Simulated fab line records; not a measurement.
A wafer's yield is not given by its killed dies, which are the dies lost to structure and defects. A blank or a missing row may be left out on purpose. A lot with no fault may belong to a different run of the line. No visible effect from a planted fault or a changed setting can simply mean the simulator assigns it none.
A struck lot beside a sound one | flow sky130 | 21 steps out of a route of 708
Sound: these wafers, L921.2, L921.5, L921.6. Wafers L930.3, L930.4, L930.5 were the ones struck. The cause comes at the end.
Order at every step that has rows: each side's tool, ch and its chambers, its first start. Under that, the readings that differ: sound wafers | struck wafers | difference of the means | sigmas: that difference in standard deviations of wafers without a fault.
alike: words and numbers the same on both sides, and readings whose means are apart by under 2 such deviations; not compared: readings that were withheld, readings missing a value for some wafer, numbers with overlapping values and no deviation given by the record, and bounds like >300 which may hide the same value.
A row with sigmas, a row that says differs or no value, or rows on one side alone: a step with any of these is where the two part. Numbers that have no deviation but don't overlap get no sigmas and don't part them. Lack of a reading on every wafer of one side parts them only where that side has two or more wafers.

SKY_POLY_GATE_THK_MEAS_21:
  struck on film-metro-02, day 19 21:15; sound on film-metro-04, day 16 06:17
  alike: POLY_GATE_OXIDATION_THK
SKY_POLY_GATE_CD_MEAS_22:
  struck on cd-sem-01, day 19 21:21; sound on cd-sem-01, day 16 06:22
  alike: cd-nm
then, 7 steps without rows for these wafers: SKY_LDD_N_DEHYDRATE_00 (time 60 s); SKY_LDD_N_HMDS_01 (prime time 60 s); SKY_LDD_N_COAT_02 (resist thk 300 nm); SKY_LDD_N_SOFTBAKE_03 (time 60 s); SKY_LDD_N_EXPOSE_04 (exposes mask NTM, target cd 840 nm); SKY_LDD_N_PEB_05; SKY_LDD_N_DEVELOP_06 (develop time 60 s).
SKY_LDD_N_OVL_MEAS_07:
  struck on overlay-02, day 21 03:57; sound on overlay-01, day 17 10:34
  alike: LDD_N_OVL
then, 2 steps without rows for these wafers: SKY_LDD_N_IMPLANT_08; SKY_LDD_N_IMPLANT_09.
SKY_LDD_N_IMPLANT_10:
  sound on implanter-03 ch 0, day 17 10:55; struck on implanter-01 ch 0, day 21 04:19
  reading            | sound                         | struck                          | difference | sigmas
  beam-on-s (s)      | 9.82 10.01 10.09              | 41.32 42.46 41.71               | +31.86     | +99 or more
  dose-ions-cm2      | 7.503e+13 7.503e+13 7.496e+13 | 3.733e+14 3.7304e+14 3.7319e+14 | +2.982e+14 | +99 or more
  faraday-current-uA | 430 424 419                   | 508 496 503                     | +78        | +10
then, 5 steps without rows for these wafers: SKY_LDD_N_IMPLANT_11; SKY_LDD_N_IMPLANT_12; SKY_LDD_N_IMPLANT_13; SKY_LDD_N_IMPLANT_14; SKY_LDD_N_IMPLANT_15.
SKY_LDD_N_STRIP_16: strips in O2/N2.
  sound on plasma-asher-01 ch 0,1, day 17 11:47; struck on plasma-asher-02 ch 0,1, day 21 05:12
  reading                      | sound             | struck            | difference | sigmas
  drypump-motor-current-A (A)  | 6.4 6.3 6.5       | 5.5 4.9 5.5       | -1.1       | -2
  strip-time-to-endpoint-s (s) | 4.288 4.311 4.303 | 5.059 5.060 5.063 | +0.760     | +47
  alike: oes-product-au
  not compared: rf-hours-counter-h
SKY_LDD_N_TW_MEAS_17:
  struck on film-metro-02, day 21 05:31; sound on film-metro-04, day 17 11:54
  reading  | sound          | struck         | difference | sigmas
  LDD_N_TW | 2623 2622 2617 | 2878 2888 2893 | +266       | +10
  not compared: hold
-- record jumps: 27 days separate the struck wafers' starts on either side; left off in module LDD_N, taken up again in module PAD_OPEN, whose first shown step is the route's number 708 --
SKY_PAD_OPEN_PROBE_99:
  struck on prober-01, day 47 23:18; sound on prober-02, day 45 16:40
  reading                                      | sound                | struck               | difference | sigmas
  model.etest.tip-n.rs-ohm-sq                  | 439 440.7 443.4      | 302.6 305.2 305.3    | -136.7     |
  model.etest.nfet_01v8.r-on-ohm-um            | 825.6 805.7 813.1    | 799.3 766.4 788.6    | -30.0      |
  model.etest.nfet_01v8_swapped.drive-ua-um    | 512.9 529.2 518.5    | 531.9 549.5 539.6    | +20.1      |
  model.etest.nfet_01v8_turned.drive-ua-um     | 503.7 524.2 520.8    | 534.4 548.2 539.1    | +24.3      |
  model.etest.nfet_01v8_swapped.off-log10-a-um | -13.45 -13.33 -13.43 | -13.17 -13.16 -13.22 | +0.22      |
  alike: killed_at_M0_to_M3, killed_at_M4_up, killed-at-contacts, killed-at-front-end, killed-at-other, killed-dies, killed-open, killed-short
  not compared: model.etest.nfet_01v8_lvt.drive-ua-um, model.etest.nfet_01v8.drive-ua-um, model.etest.sram-nfet-pass.drive-ua-um

WHERE THEY PART
First at SKY_LDD_N_IMPLANT_10; last, within this record, at SKY_LDD_N_TW_MEAS_17. Later steps at which nothing parts them and some readings are alike: SKY_PAD_OPEN_PROBE_99.

WHY: the cause the simulator had injected
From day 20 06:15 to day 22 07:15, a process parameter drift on implanter-01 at SKY_LDD_N_IMPLANT_10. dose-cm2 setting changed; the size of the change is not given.
